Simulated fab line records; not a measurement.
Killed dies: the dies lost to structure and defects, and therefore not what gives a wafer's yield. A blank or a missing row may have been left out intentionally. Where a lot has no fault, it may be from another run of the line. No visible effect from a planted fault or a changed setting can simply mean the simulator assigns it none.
fab line records ; flow sky130
record lots=13; wafers=39; last_day=50
route steps=708 shown CONTACT@422 PAD_OPEN@708
lots with no fault: from the same line, run without faults
start_h: the number of hours between the record's first day and the start of the first shown wafer of the lot ; wait_h: hours elapsed since this lot's preceding step ; " identical to the entry in the row above ; L1.1+2: several wafers, shown together as one row ; - either no value or no given start ; * or withheld: withheld ; < > ~ a bound
route shown NAME@n: names a module that has steps shown in the file, with the first one's number in the route ; usual: mean and standard deviation over wafers with no fault ; same: alike in all rows ; chamber/n: place in a boat ; sites: readings site by site ; _std_site: their standard deviation ; _edge_site: inner sites' mean taken away from outer sites' mean ; radius_mm: for every site, how far away it sits from the centre of the wafer ; mask NAME#n: copy n ; behind: tool/chamber where the wafer was last shaped ; hold: cause of the lot's hold/its duration in hours/its outcome ; device: transistor that didn't switch, given as n, p or np ; end of line: the route-end tests of the same wafers ; for a step that has no rows: nothing shown but its recipe ; killed: not the wafer's yield, but the dies lost to structure and defects at the first sort ; map: the dies of a wafer, with x for killed, . for not killed, _ for no die there
set.NAME: setting as actually run; set.NAME@STEP: the setting as run at that earlier step ; model.NAME: the simulator's own value behind a step, which no gauge read
steps of the route over a sample of lots; a table a step, a row a wafer
services: a tool's chamber out of use, with start hour (start_h, from the record's first day; less than 0 if before it), hours out, and reason
## steps
# step SKY_CONTACT_ETCH_16
# recipe chemistry=N2/H2; target=BARC; ion_energy_ev=200; source_w=500; bias_w=100; pressure_mtorr=30; n2_flow_sccm=100; h2_flow_sccm=200; stop_on=SiO2; time_s=45.9; target_depth_a=600
# usual drypump_motor_current_A=5.5/0.48; h2_flow_sccm=200.0/0.58; oes_product_au=0.854/0.005; throttle_valve_pct=13.225/0.0083
lot.wafer;tool;chamber;start_h;wait_h;drypump_motor_current_A;h2_flow_sccm;oes_product_au;rf_hours_counter_h;throttle_valve_pct
L501.2;rie_diel-04;3;734.86;0.0;5.1;200.3;0.857;7;13.218
L501.3;rie_diel-04;0;734.86;0.0;4.8;200.2;0.849;8;13.223
L501.6;rie_diel-04;2;734.86;0.0;6.2;199.9;0.860;-;13.219
L502.1;rie_diel-04;2;747.91;0.0;6.1;200.9;0.855;7;13.241
L502.5;rie_diel-04;1;747.91;0.0;5.6;199.7;0.862;-;13.226
L502.6;rie_diel-04;2;747.91;0.0;6.1;199.8;0.860;-;13.222
L503.1;rie_diel-03;1;750.56;0.0;5.1;199.3;0.853;9;13.235
L503.3;rie_diel-03;0;750.56;0.0;5.2;199.4;0.858;17;13.222
L503.5;rie_diel-03;2;750.56;0.0;5.3;199.2;0.860;-;13.242
L505.2;rie_diel-04;0;765.16;0.0;4.8;200.7;0.850;9;13.221
L505.4;rie_diel-04;1;765.16;0.0;5.6;200.2;0.851;6;13.229
L505.6;rie_diel-04;0;765.16;0.0;4.8;200.4;0.854;-;13.224
L506.1;rie_diel-03;2;811.36;0.0;5.4;200.0;0.853;3;13.213
L506.2;rie_diel-03;3;811.36;0.0;5.9;199.3;0.855;12;13.239
L506.4;rie_diel-03;1;811.36;0.0;5.1;201.4;0.857;11;13.233
L507.4;rie_diel-04;0;812.56;0.0;4.8;200.2;0.858;11;13.236
L507.5;rie_diel-04;1;812.56;0.0;5.6;200.0;0.856;-;13.230
L507.6;rie_diel-04;0;812.56;0.0;4.8;199.5;0.853;-;13.227
L510.1;rie_diel-04;1;814.43;0.0;5.6;199.8;0.861;7;13.225
L510.2;rie_diel-04;3;814.43;0.0;5.1;200.5;0.862;9;13.234
L510.5;rie_diel-04;1;814.43;0.0;5.6;200.1;0.857;-;13.216
L509.1;rie_diel-03;2;815.58;0.0;5.4;200.1;0.853;3;13.233
L509.2;rie_diel-03;3;815.58;0.0;5.9;201.0;0.851;12;13.227
L509.3;rie_diel-03;0;815.58;0.0;5.3;199.4;0.861;19;13.221
L511.1;rie_diel-04;3;823.23;0.0;5.1;200.2;0.852;10;13.217
L511.2;rie_diel-04;1;823.23;0.0;5.6;199.7;0.846;7;13.226
L511.4;rie_diel-04;3;823.23;0.0;5.1;200.1;0.852;-;13.220
L512.1;rie_diel-01;0;823.96;0.0;5.3;199.2;0.858;0;13.201
L512.3;rie_diel-01;2;823.96;0.0;5.8;199.3;0.859;8;13.218
L512.4;rie_diel-01;1;823.96;0.0;5.5;200.5;0.858;28;13.217
L514.2;rie_diel-01;0;832.86;0.0;5.3;200.0;0.863;1;13.217
L514.3;rie_diel-01;1;832.86;0.0;5.6;200.1;0.849;28;13.227
L514.6;rie_diel-01;3;832.86;0.0;6.7;200.1;0.852;-;13.224
L521.3;rie_diel-04;3;904.81;0.0;5.1;199.9;0.855;12;13.223
L521.4;rie_diel-04;0;904.81;0.0;4.8;199.8;0.842;13;13.233
L521.6;rie_diel-04;3;904.81;0.0;5.1;200.3;0.857;-;13.235
L519.1;rie_diel-03;2;905.16;0.0;5.4;199.4;0.853;7;13.220
L519.2;rie_diel-03;1;905.16;0.0;5.1;198.1;0.854;14;13.227
L519.4;rie_diel-03;0;905.16;0.0;5.3;199.3;0.854;21;13.220
# step SKY_PAD_OPEN_PROBE_99
# usual killed_at_M0_to_M3=44/7.1; killed_at_M4_up=3.1/1.8; killed_at_contacts=24/5.3; killed_at_front_end=15/4.5; killed_at_other=0.2/0.42; killed_dies=86/9.6; killed_open=46/6.9; killed_short=40/6.4
# same gross_dies=492; killed_at_back_side=0
lot.wafer;tool;chamber;start_h;wait_h;killed_at_M0_to_M3;killed_at_M4_up;killed_at_contacts;killed_at_front_end;killed_at_other;killed_dies;killed_open;killed_short
L521.3;prober-01;-;1196.93;0.2;45;3;63;12;0;123;51;38
L521.4;prober-01;-;1196.98;0.2;51;4;15;14;0;84;44;40
L521.6;prober-01;-;1197.08;0.2;37;5;61;15;0;118;46;37
# killed by level:class
L521.3 CONTACT:unspecified=34 CONTACT:geometric_particle:open=12 VIA2:geometric_particle:open=10 VIA1:geometric_particle:open=8 LI_CONTACT:geometric_particle:open=6 METAL2:geometric_particle:short=5 VIA3:geometric_particle:open=5 METAL1:geometric_particle:short=4
L521.4 METAL2:geometric_particle:short=10 VIA1:geometric_particle:open=9 VIA3:geometric_particle:open=7 VIA1:geometric_particle:short=6 CONTACT:geometric_particle:open=6 FIELD_ISO:geometric_particle:open=5 LI_CONTACT:geometric_particle:open=4 VIA2:geometric_particle:open=4
L521.6 CONTACT:unspecified=35 VIA1:geometric_particle:open=14 LI_CONTACT:geometric_particle:open=9 LOCAL_INTERCONNECT:geometric_particle:short=6 CONTACT:geometric_particle:open=5 METAL2:geometric_particle:short=5 FIELD_ISO:geometric_particle:short=4 METAL1:geometric_particle:short=4
## services
tool;chamber;start_h;hours;kind
rie_diel-01;0;774.52;14.2;repair
rie_diel-01;0;788.71;-;clean
rie_diel-01;0;788.71;22.7;scheduled_down
rie_diel-01;0;788.71;22.7;vent_cycle
rie_diel-01;3;801.01;4.5;repair
rie_diel-04;0;819.41;6.5;repair
rie_diel-01;3;836.54;10.0;repair
rie_diel-01;1;869.67;-;clean
rie_diel-01;1;869.67;20.2;scheduled_down
rie_diel-01;1;869.67;20.2;vent_cycle
rie_diel-03;0;871.30;28.3;repair
## key
first_sign step=SKY_PAD_OPEN_PROBE_99; reading=killed_at_contacts; direction=up; sigmas=7.2; usual=24; struck=62
effect step=SKY_PAD_OPEN_PROBE_99; reading=killed_dies; direction=up; sigmas=3.6; usual=86; struck=120
met_at SKY_CONTACT_ETCH_16
struck_lots L521
struck_wafers L521.3,L521.6
tester_left_out L521
onset_between 823.23 904.81
fault kind=chamber_particle_source; tool=rie_diel-04; chamber=3; onset_h=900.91; steps=SKY_CONTACT_ETCH_16; rate_per_visit_cm2=1.0311; end_h=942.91
# tester_left_out: of these lots the tester's yield and bins aren't shown, on N5 and GAA mostly nor the transistor test; their killed dies are dies lost to structure and defects alone, not to doping, threshold or leakage, so they don't give the yield
